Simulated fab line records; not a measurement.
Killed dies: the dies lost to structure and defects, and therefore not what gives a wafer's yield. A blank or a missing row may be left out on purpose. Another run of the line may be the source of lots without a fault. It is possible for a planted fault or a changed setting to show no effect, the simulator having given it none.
Which of the tools did it?    flow gf180mcu    14 lots with 42 wafers sampled at 4 steps, on a route of 602 steps

WHAT THE GAUGES READ, wafer by wafer
GF_MVPSD_OVL_MEAS_07.
lot   measured      on          MVPSD_OVL (nm)
L850  day 5 03:07   overlay-02  1.9 1.7 2.2
L852  day 5 11:34   overlay-01  2.1 1.0 0.9
L854  day 5 23:27   overlay-02  0.3 -0.5 0.0
L856  day 6 11:38   overlay-01  1.8 2.7 1.6
L857  day 6 17:40   overlay-02  1.8 1.2 0.6
L858  day 7 01:16   overlay-02  1.4 -0.2 1.7
L862  day 8 00:03   overlay-01  -0.7 0.2 1.8
L863  day 8 04:58   overlay-02  -2.2 0.0 -1.9
L866  day 9 00:19   overlay-02  0.3 0.0 -0.4
L867  day 9 04:20   overlay-01  1.4 0.6 0.5
L869  day 9 21:08   overlay-01  0.1 -0.6 0.5
L871  day 10 08:40  overlay-01  0.7 0.2 3.5
L872  day 10 14:25  overlay-01  3.3 0.3 0.5
L873  day 10 21:13  overlay-01  -0.7 3.1 3.4

GF_PSD_CD_MEAS_07: target cd 400 nm.
lot   measured      on         cd nm (nm)
L850  day 14 07:25  cd sem-02  400.2 396.4 398.6
L852  day 14 19:17  cd sem-02  401.3 403.5 404.2
L854  day 15 13:17  cd sem-01  397.7 397.1 401.1
L856  day 16 08:02  cd sem-01  397.1 397.0 397.4
L857  day 16 14:17  cd sem-02  398.8 401.0 402.1
L858  day 17 03:26  cd sem-02  401.4 404.0 398.6
L862  day 18 07:12  cd sem-01  402.8 400.4 402.5
L863  day 18 15:05  cd sem-02  401.8 399.7 401.8
L866  day 20 00:56  cd sem-01  399.5 402.0 397.0
L867  day 20 05:05  cd sem-01  396.4 397.6 398.5
L869  day 21 00:37  cd sem-02  398.3 402.3 400.7
L871  day 21 16:29  cd sem-02  403.5 401.8 399.3
L872  day 22 01:47  cd sem-02  402.2 402.0 401.9
L873  day 22 12:06  cd sem-02  398.6 399.6 399.2

GF_M2_CD_MEAS_14: target cd 280 nm.
lot   measured      on         cd nm (nm)
L850  day 19 06:11  cd sem-01  281.6 281.5 280.7
L852  day 19 20:32  cd sem-01  280.2 280.7 281.8
L854  day 20 16:55  cd sem-01  280.8 279.9 279.7
L856  day 21 18:07  cd sem-02  282.7 282.8 281.3
L857  day 21 20:23  cd sem-02  280.2 281.8 280.3
L858  day 22 09:41  cd sem-01  279.3 279.3 280.0
L862  day 23 17:29  cd sem-01  281.0 280.0 280.0
L863  day 23 21:13  cd sem-02  279.9 279.1 280.9
L866  day 25 03:37  cd sem-02  278.5 279.9 279.7
L867  day 25 06:11  cd sem-02  281.4 281.2 280.7
L869  day 25 23:28  cd sem-02  281.8 281.6 280.4
L871  day 26 13:43  cd sem-02  278.3 276.8 277.9
L872  day 26 22:59  cd sem-02  279.6 280.3 281.2
L873  day 27 06:18  cd sem-02  280.3 279.4 281.0

WHICH TOOL RAN EACH LOT (tool, then ch and the chambers of the sampled wafers, then the start)
lot   GF_VT_IMPLANT_DEVELOP_06
L850  litho track-04 ch 0, day 5 16:41
L852  litho track-04 ch 0, day 6 02:08
L854  litho track-04 ch 0, day 6 14:40
L856  litho track-01 ch 0, day 7 03:34
L857  litho track-03 ch 0, day 7 08:58
L858  litho track-01 ch 0, day 7 16:46
L862  litho track-04 ch 0, day 8 16:19
L863  litho track-03 ch 0, day 8 21:46
L866  litho track-04 ch 0, day 9 18:05
L867  litho track-03 ch 0, day 9 21:34
L869  litho track-01 ch 0, day 10 14:37
L871  litho track-01 ch 0, day 11 02:55
L872  litho track-01 ch 0, day 11 08:28
L873  litho track-04 ch 0, day 11 16:43
- GF_VT_IMPLANT_DEVELOP_06: develop time 60 s.

AS READ BY THE TOOLS THEMSELVES (means over the sampled wafers that have a number; for cases with no such wafer, the mark the record gives instead)
GF_VT_IMPLANT_DEVELOP_06.
lot   tool            chill plate temp C (C)  developer temp C (C)
L850  litho track-04  22.97                   23.06
L852  litho track-04  23.21                   22.88
L854  litho track-04  23.05                   22.94
L856  litho track-01  23.00                   22.08
L857  litho track-03  23.06                   23.03
L858  litho track-01  23.00                   22.01
L862  litho track-04  22.99                   23.03
L863  litho track-03  23.02                   23.03
L866  litho track-04  22.85                   23.05
L867  litho track-03  22.87                   23.05
L869  litho track-01  22.95                   22.87
L871  litho track-01  22.95                   22.86
L872  litho track-01  23.16                   23.02
L873  litho track-04  23.02                   23.00

THE ANSWER, worked out from the rows above alone
Rule: the lots themselves supply what counts as usual. Put in order of their means at a reading, lots are off if they are a third of the lots or fewer, leave a main group of 4 or more, and stand apart from it by a gap of 3 or more times the standard deviation of the main group's means; of several such gaps the widest counts. A main group is skipped when, at the precision printed for the reading in the tables above, its means are all equal. A lot without any number at a reading at which 4 lots or more have one is off too. Where the step has rows for the other lots, those lots are counted as sound. First the gauges in route order, then the tools' own readings, where a lot's mean is used as printed above. At the first step where some lot is off, the reading lying furthest off is the one used; lots without a number count as furthest.
Off at GF_VT_IMPLANT_DEVELOP_06 (developer temp C): L856, L858. The main group has a mean of 22.98 C with a standard deviation of 0.073.
If a tool, at that step or one of the process steps before it, ran each lot that is off and ran no sound lot following the first of them, it fits. Not one of the candidates tried fits.

WHAT THE SIMULATOR HAD PUT IN
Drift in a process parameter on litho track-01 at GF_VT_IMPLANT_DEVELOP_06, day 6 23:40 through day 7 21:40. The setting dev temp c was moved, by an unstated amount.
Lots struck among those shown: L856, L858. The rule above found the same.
